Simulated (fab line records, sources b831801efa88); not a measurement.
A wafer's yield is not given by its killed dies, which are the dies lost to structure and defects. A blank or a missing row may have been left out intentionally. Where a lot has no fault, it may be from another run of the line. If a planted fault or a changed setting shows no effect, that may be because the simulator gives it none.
fab line records	flow sky130
record lots=6	wafers=18	last_day=50
route steps=708 shown SONOS_ONO@176 GATE_OXIDE@187 POLY_GATE@204 PAD_OPEN@708
lots untouched by any fault: they come from a run of this same line in which no faults occurred
start_h: hours from the record's first day to the start of the lot's first wafer shown	wait_h: hours from the lot's prior step to this one	" as in the row above	L1.1+2: one row covering several wafers at once	- no value, or no start was given	* or withheld: withheld	< > ~ a bound
route shown NAME@n: a module of which the file shows steps, and the number in the route of the first	usual: mean/standard deviation taken from wafers without a fault	same: alike in all rows	chamber/n: place in a boat	sites: each site's reading	_std_site: how widely they spread, as a standard deviation	_edge_site: outer sites' mean less inner sites'	radius_mm: how far each site lies from the wafer's centre	mask NAME#n: copy n	behind: the last tool/chamber to shape the wafer	hold: cause of the lot's hold/its duration in hours/its outcome	device: the n, p or np transistor that did not switch	end of line: at the end of the route, the tests of the same wafers	a step given without rows: its recipe and nothing more	killed: dies that structure and defects cost at the first sort, which is not the same as the wafer's yield	map: shows each die of a wafer: x if killed, . if not, _ if none is there
set.NAME: setting as actually run; set.NAME@STEP: the setting as run at that earlier step	model.NAME: the simulator's own value behind a step, which no gauge read
lots at some steps of the route; a table a step, a row a wafer
services: from which hour (start_h, from the record's first day; less than 0 if before it) a tool's chamber was out of use, for how many hours, and why
## steps
# step SKY_SONOS_ONO_COAT_08
# recipe resist=NOVOLAK	spin_rpm=3000	resist_thk_nm=1140
# step SKY_SONOS_ONO_SOFTBAKE_09
# recipe temp_c=90	time_s=60	resist=NOVOLAK
# step SKY_SONOS_ONO_EXPOSE_10
# recipe mask_id=ONOM	target_cd_nm=410	na=0.6	source_shape=conventional	sigma_outer=0.6	dose_mj=150
# step SKY_SONOS_ONO_PEB_11
# recipe temp_c=withheld	time_s=*	resist=NOVOLAK
# step SKY_SONOS_ONO_DEVELOP_12
# recipe develop_time_s=60	dev_temp_c=23
# step SKY_SONOS_ONO_CD_MEAS_13
# recipe target_cd_nm=410
# usual cd_nm=409.2/2.4
lot.wafer	tool	chamber	start_h	wait_h	cd_nm
L557.1	cd_sem-01	-	335.29	0.1	407.7
L557.2	"	-	"	"	410.0
L557.5	"	-	"	"	406.9
L563.2	cd_sem-01	-	379.98	0.1	411.7
L563.5	"	-	"	"	411.1
L563.6	"	-	"	"	411.5
L564.1	cd_sem-02	-	380.22	0.1	407.2
L564.2	"	-	"	"	404.7
L564.5	"	-	"	"	405.3
L571.1	cd_sem-01	-	451.47	0.1	406.9
L571.5	"	-	"	"	406.2
L571.6	"	-	"	"	407.1
L572.2	cd_sem-01	-	463.03	0.1	410.6
L572.4	"	-	"	"	408.4
L572.5	"	-	"	"	409.1
L573.1	cd_sem-01	-	463.57	0.1	408.4
L573.2	"	-	"	"	406.4
L573.4	"	-	"	"	409.1
# step SKY_SONOS_ONO_OVL_MEAS_14
# usual SONOS_ONO_OVL=-0.4/1.3
lot.wafer	tool	chamber	start_h	wait_h	SONOS_ONO_OVL[nm]
L557.1	overlay-01	-	335.41	0.1	0.7
L557.2	"	-	"	"	0.6
L557.5	"	-	"	"	1.8
L563.2	overlay-01	-	380.09	0.1	-1.1
L563.5	"	-	"	"	-0.8
L563.6	"	-	"	"	-2.4
L564.1	overlay-01	-	380.34	0.1	-1.9
L564.2	"	-	"	"	-0.8
L564.5	"	-	"	"	-2.6
L571.1	overlay-02	-	451.59	0.1	-1.5
L571.5	"	-	"	"	-2.2
L571.6	"	-	"	"	-1.4
L572.2	overlay-01	-	463.14	0.1	-0.4
L572.4	"	-	"	"	0.9
L572.5	"	-	"	"	-0.1
L573.1	overlay-01	-	463.69	0.1	-1.8
L573.2	"	-	"	"	-0.9
L573.4	"	-	"	"	0.3
# step SKY_SONOS_ONO_ETCH_15
# recipe target_depth_nm=19.52	chemistry=CHF3/O2	source_w=600	bias_w=200	pressure_mtorr=40	chf3_flow_sccm=50	O2_flow_sccm=5	time_s=7.8
# usual chf3_flow_sccm=50.01/0.17	drypump_motor_current_A=5.6/0.53	oes_product_au=1.003/0.0079	throttle_valve_pct=8.825/0.0095
# same time_s=7.8
lot.wafer	tool	chamber	start_h	wait_h	chf3_flow_sccm	drypump_motor_current_A	oes_product_au	rf_hours_counter_h	throttle_valve_pct
L557.1	rie_diel-04	1	335.45	0.0	49.81	5.1	0.998	94	8.823
L557.2	"	0	"	"	50.17	6.3	1.012	8	8.835
L557.5	"	3	"	"	49.88	4.8	1.010	-	8.832
L563.2	rie_diel-01	1	380.12	0.0	50.12	6.5	0.992	97	8.822
L563.5	"	2	"	"	49.76	5.9	0.989	-	8.817
L563.6	"	1	"	"	49.86	6.5	1.008	-	8.817
L564.1	rie_diel-03	0	380.37	0.0	49.85	5.1	1.009	92	8.838
L564.2	"	2	"	"	49.90	5.5	0.992	100	8.837
L564.5	"	0	"	"	49.64	5.1	1.007	-	8.807
L571.1	rie_diel-03	0	451.62	0.0	50.13	5.1	1.006	93	8.835
L571.5	"	0	"	"	50.19	5.1	1.008	-	8.815
L571.6	"	3	"	"	50.02	5.8	1.006	-	8.825
L572.2	rie_diel-04	2	463.17	0.0	49.91	5.5	1.010	43	8.829
L572.4	"	2	"	"	49.84	5.5	1.014	-	8.833
L572.5	"	3	"	"	49.81	4.8	1.007	-	8.844
L573.1	rie_diel-01	2	463.72	0.0	49.93	5.9	0.998	3	8.816
L573.2	"	0	"	"	49.91	5.0	1.001	10	8.837
L573.4	"	1	"	"	50.30	6.5	1.020	99	8.839
# step SKY_SONOS_ONO_WET_ETCH_16
# recipe chemistry=dHF	target_depth_nm=14	dry=n2_spin	target=SiO2	dilution=100:1	temp_c=25	time_s=280
# step SKY_SONOS_ONO_STRIP_17
# recipe chemistry=O2/N2	power_w=1400	pressure_mtorr=1500	platen_temp_c=withheld	o2_flow_sccm=3000	n2_flow_sccm=300	overash_fraction=0.5
# usual drypump_motor_current_A=5.6/0.48	oes_product_au=0.710/0.0046	strip_time_to_endpoint_s=14.09/0.053
lot.wafer	tool	chamber	start_h	wait_h	drypump_motor_current_A	oes_product_au	rf_hours_counter_h	strip_time_to_endpoint_s
L557.1	plasma_asher-04	1	335.56	0.0	5.6	0.712	62	14.13
L557.2	"	0	"	"	5.4	0.706	62	14.14
L557.5	"	0	"	"	5.4	0.707	-	14.16
L563.2	plasma_asher-03	1	380.22	0.0	5.4	0.705	27	14.12
L563.5	"	0	"	"	5.2	0.706	-	14.16
L563.6	"	1	"	"	5.4	0.714	-	14.12
L564.1	plasma_asher-03	0	380.50	0.0	5.2	0.706	27	14.02
L564.2	"	1	"	"	5.4	0.706	27	14.02
L564.5	"	0	"	"	5.2	0.712	-	14.04
L571.1	plasma_asher-01	0	451.74	0.0	6.6	0.710	66	14.06
L571.5	"	1	"	"	5.3	0.719	-	14.12
L571.6	"	0	"	"	6.6	0.714	-	14.13
L572.2	plasma_asher-01	0	463.27	0.0	6.6	0.718	67	14.07
L572.4	"	0	"	"	6.6	0.704	-	14.12
L572.5	"	0	"	"	6.6	0.703	-	14.14
L573.1	plasma_asher-03	0	463.84	0.0	5.2	0.716	35	14.14
L573.2	"	1	"	"	5.4	0.714	35	14.14
L573.4	"	0	"	"	5.2	0.703	-	14.04
# step SKY_SONOS_ONO_WET_ETCH_18
# recipe chemistry=H3PO4	target_depth_nm=15	target=Si3N4	temp_c=160	time_s=172
# step SKY_GATE_OXIDE_CLEAN_00
# recipe chemistry=SC1/SC2	mix=1:4:20	temp_c=70	time_s=150	dry=n2_spin
# step SKY_GATE_OXIDE_OXIDATION_01
# recipe temp_c=900	ambient=O2	stabilise_s=600	purge_s=300	target_thk_a=102.68	ox_time_s=1473
# usual ox_time_s=1473/0	spike_tc_centre_C=900.7/1.1
lot.wafer	tool	chamber	start_h	wait_h	ox_time_s	spike_tc_centre_C	model.SiO2_of_GATE_OXIDE_OXIDATION_01.thk_nm
L557.1	furnace-01	0	336.80	1.0	1473	901.8	10.32
L557.2	"	0	"	"	1473	900.2	10.09
L557.5	"	0	"	"	1473	900.0	10.1
L563.2	furnace-02	0	381.49	1.1	1767.6	902.2	11.43
L563.5	"	0	"	"	1767.6	900.7	11.61
L563.6	"	0	"	"	1767.6	900.8	11.55
L564.1	furnace-02	0	381.49	0.8	1767.6	900.4	11.63
L564.2	"	0	"	"	1767.6	898.2	11.71
L564.5	"	0	"	"	1767.6	900.6	11.85
L571.1	furnace-02	0	453.67	1.7	1473	900.5	10.4
L571.5	"	0	"	"	1473	899.4	10.26
L571.6	"	0	"	"	1473	899.4	10.3
L572.2	furnace-02	0	464.29	0.8	1473	897.4	10.15
L572.4	"	0	"	"	1473	898.7	10.07
L572.5	"	0	"	"	1473	900.6	10.07
L573.1	furnace-02	0	464.29	0.2	1473	899.5	9.999
L573.2	"	0	"	"	1473	900.6	10.11
L573.4	"	0	"	"	1473	902.2	9.834
# step SKY_GATE_OXIDE_THK_MEAS_02
# recipe reads=SiO2_of_GATE_OXIDE_OXIDATION_01
# usual GATE_OXIDE_OXIDATION_00_THK=10.25/0.23
lot.wafer	tool	chamber	start_h	wait_h	hold	GATE_OXIDE_OXIDATION_00_THK[nm]
L557.1	film_metro-04	-	338.21	0.0	-	10.30
L557.2	"	-	"	"	-	10.08
L557.5	"	-	"	"	-	10.09
L564.1	film_metro-01	-	382.90	0.0	await_dispo/0.2h/release	11.65
L564.2	"	-	"	"	await_dispo/0.2h/release	11.72
L564.5	"	-	"	"	await_dispo/0.2h/release	11.93
L564.1	film_metro-01	-	383.13	0.2	-	11.63
L564.2	"	-	"	"	-	11.69
L564.5	"	-	"	"	-	11.84
L563.2	film_metro-04	-	382.91	0.0	await_dispo/0.2h/release	11.46
L563.5	"	-	"	"	await_dispo/0.2h/release	11.57
L563.6	"	-	"	"	await_dispo/0.2h/release	11.57
L563.2	film_metro-04	-	383.14	0.2	-	11.41
L563.5	"	-	"	"	-	11.61
L563.6	"	-	"	"	-	11.53
L571.1	film_metro-03	-	455.08	0.0	-	10.41
L571.5	"	-	"	"	-	10.29
L571.6	"	-	"	"	-	10.32
L573.1	film_metro-04	-	465.70	0.0	-	10.02
L573.2	"	-	"	"	-	10.17
L573.4	"	-	"	"	-	9.88
L572.2	film_metro-03	-	465.71	0.0	-	10.19
L572.4	"	-	"	"	-	10.10
L572.5	"	-	"	"	-	10.13
# step SKY_GATE_OXIDE_HMDS_04
# recipe prime_time_s=60	prime_temp_c=120
# step SKY_GATE_OXIDE_COAT_05
# recipe resist=NOVOLAK	spin_rpm=3000	resist_thk_nm=1140
# step SKY_GATE_OXIDE_SOFTBAKE_06
# recipe temp_c=90	time_s=60	resist=NOVOLAK
# step SKY_GATE_OXIDE_EXPOSE_07
# recipe mask_id=LVOM	na=0.6	source_shape=conventional	sigma_outer=0.6	polarization=unpolarized	target_cd_nm=600	dose_mj=170
# step SKY_GATE_OXIDE_PEB_08
# recipe temp_c=withheld	time_s=*	resist=NOVOLAK
# step SKY_GATE_OXIDE_DEVELOP_09
# recipe resist=NOVOLAK	developer=TMAH	develop_time_s=60	dev_temp_c=23
# step SKY_GATE_OXIDE_OVL_MEAS_10
# usual GATE_OXIDE_OVL=-0.3/1.3
lot.wafer	tool	chamber	start_h	wait_h	GATE_OXIDE_OVL[nm]
L557.1	overlay-01	-	364.77	0.1	0.4
L557.2	"	-	"	"	-0.6
L557.5	"	-	"	"	-0.9
L563.2	overlay-02	-	412.72	0.1	0.0
L563.5	"	-	"	"	2.0
L563.6	"	-	"	"	1.0
L564.1	overlay-01	-	412.74	0.1	-1.4
L564.2	"	-	"	"	-0.8
L564.5	"	-	"	"	-1.9
L571.1	overlay-02	-	485.74	0.1	1.5
L571.5	"	-	"	"	-0.4
L571.6	"	-	"	"	1.7
L572.2	overlay-02	-	496.05	0.1	-0.7
L572.4	"	-	"	"	0.6
L572.5	"	-	"	"	0.5
L573.1	overlay-02	-	496.64	0.1	-1.8
L573.2	"	-	"	"	1.7
L573.4	"	-	"	"	-2.2
# step SKY_GATE_OXIDE_IMPLANT_11
# recipe species=B	energy_kev=10	dose_cm2=2.546e+12	tilt_deg=withheld
# step SKY_GATE_OXIDE_WET_ETCH_12
# recipe chemistry=dHF	target_depth_nm=16.8	dry=n2_spin	target=SiO2	dilution=100:1	temp_c=25	time_s=336
# step SKY_GATE_OXIDE_STRIP_13
# recipe chemistry=O2/N2	power_w=1400	pressure_mtorr=1500	platen_temp_c=withheld	o2_flow_sccm=3000	n2_flow_sccm=300	overash_fraction=0.5
# usual drypump_motor_current_A=5.50/0.25	oes_product_au=0.715/0.0043	strip_time_to_endpoint_s=14.20/0.042
lot.wafer	tool	chamber	start_h	wait_h	drypump_motor_current_A	oes_product_au	rf_hours_counter_h	strip_time_to_endpoint_s
L557.1	plasma_asher-03	1	365.06	0.0	5.44	0.722	25	14.21
L557.2	"	0	"	"	5.20	0.717	25	14.15
L557.5	"	1	"	"	5.45	0.719	-	14.24
L563.2	plasma_asher-03	1	413.01	0.0	5.44	0.713	30	14.21
L563.5	"	1	"	"	5.44	0.713	-	14.18
L563.6	"	0	"	"	5.18	0.725	-	14.18
L564.1	plasma_asher-04	0	413.03	0.0	5.44	0.712	69	14.17
L564.2	"	1	"	"	5.69	0.710	69	14.21
L564.5	"	1	"	"	5.68	0.707	-	14.21
L571.1	plasma_asher-03	1	486.04	0.0	5.45	0.710	37	14.21
L571.5	"	1	"	"	5.45	0.717	-	14.24
L571.6	"	0	"	"	5.16	0.727	-	14.28
L572.2	plasma_asher-03	1	496.33	0.0	5.44	0.720	38	14.21
L572.4	"	1	"	"	5.44	0.715	-	14.26
L572.5	"	1	"	"	5.43	0.714	-	14.30
L573.1	plasma_asher-03	0	496.93	0.0	5.19	0.716	39	14.19
L573.2	"	1	"	"	5.44	0.712	39	14.17
L573.4	"	0	"	"	5.19	0.711	-	14.20
# step SKY_GATE_OXIDE_TW_MEAS_14
# usual GATE_OXIDE_TW=222.2/1.1
lot.wafer	tool	chamber	start_h	wait_h	hold	GATE_OXIDE_TW
L557.1	film_metro-04	-	365.16	0.1	-	222.5
L557.2	"	-	"	"	-	222.9
L557.5	"	-	"	"	-	221.5
L563.2	film_metro-03	-	413.12	0.1	await_dispo/0.2h/release	221.9
L563.5	"	-	"	"	await_dispo/0.2h/release	223.0
L563.6	"	-	"	"	await_dispo/0.2h/release	221.9
L563.2	film_metro-03	-	413.34	0.2	-	222.5
L563.5	"	-	"	"	-	223.0
L563.6	"	-	"	"	-	222.3
L564.1	film_metro-04	-	413.13	0.1	await_dispo/0.2h/release	222.7
L564.2	"	-	"	"	await_dispo/0.2h/release	223.0
L564.5	"	-	"	"	await_dispo/0.2h/release	223.5
L564.1	film_metro-04	-	413.36	0.2	-	222.5
L564.2	"	-	"	"	-	223.6
L564.5	"	-	"	"	-	223.4
L571.1	film_metro-01	-	486.14	0.1	-	220.0
L571.5	"	-	"	"	-	220.3
L571.6	"	-	"	"	-	220.9
L572.2	film_metro-04	-	496.44	0.1	-	223.7
L572.4	"	-	"	"	-	222.8
L572.5	"	-	"	"	-	223.6
L573.1	film_metro-04	-	497.03	0.1	-	222.2
L573.2	"	-	"	"	-	223.8
L573.4	"	-	"	"	-	222.6
# step SKY_GATE_OXIDE_OXIDATION_16
# recipe temp_c=800	ambient=O2	idle_temp_c=700	ramp_up_c_per_min=10	ramp_down_c_per_min=3	stabilise_s=600	purge_s=300	target_thk_a=35.7	ox_time_s=1915
# usual ox_time_s=1915/0	spike_tc_centre_C=800.8/1.1
lot.wafer	tool	chamber	start_h	wait_h	ox_time_s	spike_tc_centre_C	model.SiO2_of_GATE_OXIDE_OXIDATION_01.thk_nm
L557.1	furnace-02	0	368.15	2.9	1915	802.5	11.67
L557.2	"	0	"	"	1915	801.1	11.47
L557.5	"	0	"	"	1915	799.2	11.46
L563.2	furnace-02	0	419.66	2.8	1915	800.9	12.75
L563.5	"	0	"	"	1915	800.7	12.91
L563.6	"	0	"	"	1915	802.0	12.87
L564.1	furnace-02	0	419.66	4.3	1915	800.9	12.9
L564.2	"	0	"	"	1915	801.8	12.99
L564.5	"	0	"	"	1915	799.9	13.11
L571.1	furnace-01	0	487.17	0.9	1915	804.0	11.77
L571.5	"	0	"	"	1915	800.7	11.63
L571.6	"	0	"	"	1915	801.1	11.68
L572.2	furnace-02	0	496.54	0.0	1915	802.2	11.53
L572.4	"	0	"	"	1915	801.9	11.43
L572.5	"	0	"	"	1915	800.1	11.41
L573.1	furnace-02	0	498.07	0.9	1915	798.9	11.35
L573.2	"	0	"	"	1915	801.6	11.47
L573.4	"	0	"	"	1915	799.0	11.22
# step SKY_POLY_GATE_CVD_00
# recipe material=poly-Si	target_thk_nm=180	temp_c=620	time_s=720	pressure_mtorr=200
# step SKY_PAD_OPEN_PROBE_99
# usual killed_at_M0_to_M3=44/7.9	killed_at_M4_up=3.1/1.9	killed_at_contacts=24/4.6	killed_at_front_end=16/4.9	killed_at_other=0.3/0.6	killed_dies=87/9.7	killed_open=48/7.2	killed_short=39/5.6
# same gross_dies=492	killed_at_back_side=0
lot.wafer	tool	chamber	start_h	wait_h	killed_at_M0_to_M3	killed_at_M4_up	killed_at_contacts	killed_at_front_end	killed_at_other	killed_dies	killed_open	killed_short	model.etest.nfet_16v.r_on_ohm_um	model.etest.tip_sonos.rs_ohm_sq	model.etest.pfet_g5v0d10v5.r_on_ohm_um	model.etest.nfet_g5v0d10v5.r_on_ohm_um	model.etest.nfet_g5v0d10v5.drive_ua_um	model.etest.nfet_05v0_nvt.drive_ua_um	model.etest.pfet_g5v0d10v5.drive_ua_um	model.etest.nfet_16v.drive_ua_um
L557.1	prober-02	-	1110.38	0.1	33	1	25	16	0	75	39	35	1.432e+04	2719	4792	1901	599	572.1	344.9	218.3
L557.2	prober-02	-	1110.43	0.1	46	2	25	17	0	90	49	41	1.42e+04	2620	4706	1894	611.9	576.5	347.7	223.2
L557.5	prober-02	-	1110.58	0.2	54	3	29	9	0	95	52	43	1.419e+04	2612	4770	1895	602.4	577.5	345.1	222.2
L563.2	prober-02	-	1184.34	0.1	43	2	24	23	0	92	50	42	1.447e+04	2921	4881	1979	561.3	534.7	322.8	200.6
L563.5	prober-02	-	1184.49	0.2	42	3	20	18	1	84	47	36	1.463e+04	2994	4948	1975	550.6	528.8	319.1	199.7
L563.6	prober-02	-	1184.54	0.2	28	2	26	15	0	71	45	26	1.454e+04	2958	5042	1986	553.2	528.1	315.1	201.3
L564.1	prober-01	-	1184.51	0.1	33	0	24	23	0	80	42	38	1.483e+04	2918	5026	1976	551.4	532.8	314	197.6
L564.2	prober-01	-	1184.56	0.1	53	2	28	30	0	113	62	51	1.482e+04	2964	5113	2016	544.4	527.8	307.1	196.3
L564.5	prober-01	-	1184.71	0.2	41	5	22	16	0	84	49	35	1.498e+04	3020	5185	2029	542	518.1	304.8	194.2
L571.1	prober-01	-	1189.50	0.1	49	1	25	8	0	83	44	38	1.468e+04	2699	4748	1877	599.9	566.6	346.5	213.6
L571.5	prober-01	-	1189.70	0.2	42	3	16	5	0	66	39	27	1.459e+04	2632	4714	1873	610.9	575.9	347.4	218
L571.6	prober-01	-	1189.75	0.2	43	2	23	9	0	77	41	35	1.462e+04	2681	4712	1866	612.4	572.7	347.5	216.5
L572.2	prober-01	-	1190.78	0.1	41	5	25	17	0	88	47	41	1.389e+04	2590	4638	1856	616.8	589.5	351.9	227.9
L572.4	prober-01	-	1190.88	0.2	43	4	23	17	0	87	50	37	1.398e+04	2560	4601	1858	620.4	594.4	355.2	231.2
L572.5	prober-01	-	1190.93	0.2	36	7	23	25	0	91	51	40	1.395e+04	2578	4705	1871	618.2	593.4	350.8	230.4
L573.1	prober-01	-	1191.40	0.1	42	2	29	15	0	88	59	29	1.397e+04	2610	4677	1869	618.2	585.4	348.5	227.2
L573.2	prober-01	-	1191.45	0.1	41	2	28	12	0	83	37	46	1.394e+04	2620	4768	1846	617	585.7	338.1	226.1
L573.4	prober-01	-	1191.55	0.2	40	1	25	16	0	82	43	39	1.383e+04	2592	4644	1816	627.6	592	351.2	231.2
# killed by level:class
L557.1 CONTACT:geometric_particle:open=9 FIELD_ISO:geometric_particle:short=6 LI_CONTACT:geometric_particle:open=6 METAL1:geometric_particle:short=6 VIA3:geometric_particle:open=6 POLY_GATE:geometric_particle:open=4 METAL2:geometric_particle:short=4 VIA1:geometric_particle:open=4
L557.2 VIA3:geometric_particle:open=11 CONTACT:geometric_particle:open=10 VIA1:geometric_particle:open=10 METAL2:geometric_particle:short=6 LI_CONTACT:geometric_particle:open=5 POLY_GATE:geometric_particle:short=4 LI_CONTACT:geometric_particle:short=4 VIA1:geometric_particle:short=4
L557.5 VIA1:geometric_particle:open=13 CONTACT:geometric_particle:open=12 LI_CONTACT:geometric_particle:open=7 METAL1:geometric_particle:short=7 METAL2:geometric_particle:short=6 VIA2:geometric_particle:open=6 POLY_GATE:geometric_particle:short=4 METAL1:geometric_particle:open=4
L563.2 CONTACT:geometric_particle:open=9 VIA1:geometric_particle:open=7 METAL2:geometric_particle:short=7 FIELD_ISO:geometric_particle:short=6 FIELD_ISO:geometric_particle:open=6 METAL1:geometric_particle:short=6 VIA1:geometric_particle:short=6 POLY_GATE:geometric_particle:open=5
L563.5 VIA1:geometric_particle:open=13 CONTACT:geometric_particle:open=7 LI_CONTACT:geometric_particle:open=6 VIA3:geometric_particle:open=5 CONTACT:geometric_particle:short=4 METAL3:geometric_particle:short=4 METAL2:geometric_particle:short=4 VIA2:geometric_particle:open=4
L564.1 CONTACT:geometric_particle:open=10 FIELD_ISO:geometric_particle:open=6 VIA3:geometric_particle:open=6 LOCAL_INTERCONNECT:geometric_particle:short=6 VIA1:geometric_particle:open=6 POLY_GATE:geometric_particle:short=5 LI_CONTACT:geometric_particle:open=5 METAL2:geometric_particle:short=5
L563.6 CONTACT:geometric_particle:open=9 METAL1:geometric_particle:short=8 FIELD_ISO:geometric_particle:open=6 POLY_GATE:geometric_particle:open=6 LI_CONTACT:geometric_particle:open=6 VIA3:geometric_particle:open=6 VIA1:geometric_particle:open=6 FIELD_ISO:geometric_particle:short=3
L564.2 VIA1:geometric_particle:open=13 CONTACT:geometric_particle:open=9 POLY_GATE:geometric_particle:open=8 METAL1:geometric_particle:short=8 FIELD_ISO:geometric_particle:open=7 POLY_GATE:geometric_particle:short=7 LI_CONTACT:geometric_particle:open=7 LOCAL_INTERCONNECT:geometric_particle:short=6
L564.5 VIA1:geometric_particle:open=17 LI_CONTACT:geometric_particle:open=8 CONTACT:geometric_particle:open=7 METAL1:geometric_particle:short=5 FIELD_ISO:geometric_particle:open=4 FIELD_ISO:geometric_particle:short=4 POLY_GATE:geometric_particle:open=4 LOCAL_INTERCONNECT:geometric_particle:short=4
L571.1 VIA1:geometric_particle:open=17 VIA1:geometric_particle:short=11 CONTACT:geometric_particle:open=9 VIA2:geometric_particle:open=7 LI_CONTACT:geometric_particle:open=5 CONTACT:geometric_particle:short=5 LI_CONTACT:geometric_particle:short=4 FIELD_ISO:geometric_particle:short=3
L571.5 VIA1:geometric_particle:open=11 VIA2:geometric_particle:open=10 VIA1:geometric_particle:short=5 LI_CONTACT:geometric_particle:short=4 LI_CONTACT:geometric_particle:open=4 METAL1:geometric_particle:short=4 VIA3:geometric_particle:open=4 CONTACT:geometric_particle:open=3
L571.6 VIA1:geometric_particle:open=12 VIA2:geometric_particle:open=10 LOCAL_INTERCONNECT:geometric_particle:short=6 LI_CONTACT:geometric_particle:open=5 CONTACT:geometric_particle:short=5 VIA2:geometric_particle:short=5 LI_CONTACT:geometric_particle:short=4 VIA1:geometric_particle:short=4
L572.2 VIA2:geometric_particle:open=10 VIA1:geometric_particle:open=9 CONTACT:geometric_particle:open=8 POLY_GATE:geometric_particle:open=6 VIA1:geometric_particle:short=6 LI_CONTACT:geometric_particle:short=5 METAL1:geometric_particle:short=5 POLY_GATE:geometric_particle:short=4
L572.4 VIA1:geometric_particle:open=13 CONTACT:geometric_particle:open=9 VIA2:geometric_particle:open=9 VIA1:geometric_particle:short=7 LI_CONTACT:geometric_particle:open=7 CONTACT:geometric_particle:short=5 METAL2:geometric_particle:short=5 FIELD_ISO:geometric_particle:short=4
L572.5 POLY_GATE:geometric_particle:open=10 VIA1:geometric_particle:open=8 FIELD_ISO:geometric_particle:open=7 LI_CONTACT:geometric_particle:open=7 METAL4:geometric_particle:short=6 METAL2:geometric_particle:short=6 VIA3:geometric_particle:open=6 CONTACT:geometric_particle:open=5
L573.1 VIA3:geometric_particle:open=11 CONTACT:geometric_particle:open=10 VIA1:geometric_particle:open=10 LI_CONTACT:geometric_particle:open=7 FIELD_ISO:geometric_particle:open=6 POLY_GATE:geometric_particle:open=5 CONTACT:geometric_particle:short=5 LI_CONTACT:geometric_particle:short=4
L573.2 VIA2:geometric_particle:short=8 LI_CONTACT:geometric_particle:open=7 CONTACT:geometric_particle:short=7 METAL1:geometric_particle:short=7 CONTACT:geometric_particle:open=6 VIA1:geometric_particle:open=6 VIA3:geometric_particle:open=6 LI_CONTACT:geometric_particle:short=5
L573.4 LI_CONTACT:geometric_particle:open=9 CONTACT:geometric_particle:open=8 VIA1:geometric_particle:open=7 VIA3:geometric_particle:short=6 VIA2:geometric_particle:open=6 METAL2:geometric_particle:short=5 FIELD_ISO:geometric_particle:open=4 FIELD_ISO:geometric_particle:short=4
## services
tool	chamber	start_h	hours	kind
furnace-02	-	356.52	3.5	pm
furnace-01	-	365.04	3.5	pm
plasma_asher-04	-	378.52	4.3	pm
furnace-01	-	403.83	41.5	pm
plasma_asher-04	-	413.80	0.9	repair
plasma_asher-04	-	421.25	9.0	pm
plasma_asher-04	0	421.25	9.0	vent_cycle
plasma_asher-04	1	421.25	9.0	vent_cycle
plasma_asher-04	-	430.25	10.0	pm
plasma_asher-04	0	430.25	-	clean
plasma_asher-04	1	430.25	-	clean
rie_diel-01	-	433.95	2.8	pm
plasma_asher-04	-	437.79	3.2	repair
rie_diel-03	2	441.94	-	clean
rie_diel-03	2	441.94	28.1	scheduled_down
rie_diel-03	2	441.94	28.1	vent_cycle
furnace-02	-	447.16	2.5	pm
furnace-01	-	449.83	3.5	pm
rie_diel-04	1	461.75	-	clean
rie_diel-04	1	461.75	16.1	scheduled_down
rie_diel-04	1	461.75	16.1	vent_cycle
rie_diel-01	1	470.60	-	clean
rie_diel-01	1	470.60	20.9	scheduled_down
furnace-01	-	491.65	11.5	pm
## key
first_sign step=SKY_GATE_OXIDE_OXIDATION_01	reading=ox_time_s	direction=up	sigmas=99+	usual=*	struck=*
effect step=SKY_GATE_OXIDE_THK_MEAS_02	reading=visit	direction=added
effect step=SKY_GATE_OXIDE_THK_MEAS_02	reading=GATE_OXIDE_OXIDATION_00_THK	direction=up	sigmas=6	usual=10.25	struck=11.65
effect step=SKY_GATE_OXIDE_TW_MEAS_14	reading=visit	direction=added
model_effect step=SKY_GATE_OXIDE_OXIDATION_01	value=SiO2_of_GATE_OXIDE_OXIDATION_01.thk_nm	without=10.24	struck=11.63
model_effect step=SKY_GATE_OXIDE_OXIDATION_16	value=SiO2_of_GATE_OXIDE_OXIDATION_01.thk_nm	without=11.63	struck=12.92
model_effect step=SKY_PAD_OPEN_PROBE_99	value=etest.nfet_16v.r_on_ohm_um	without=1.401e+04	struck=1.471e+04
met_at SKY_GATE_OXIDE_OXIDATION_01
struck_wafers L563.2,L563.5,L563.6,L564.1,L564.2,L564.5
tester_left_out L563,L564
fault kind=process_parameter_drift	tool=furnace-02	chamber=-	onset_h=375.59	steps=SKY_GATE_OXIDE_OXIDATION_01	channel=ox_time_s	offset=*	shape=step	end_h=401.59	acts_in=*	stated=*
# tester_left_out: of these lots the tester's yield and bins aren't shown, on N5 and GAA mostly nor the transistor test; their killed dies are dies lost to structure and defects alone, not to doping, threshold or leakage, so they don't give the yield
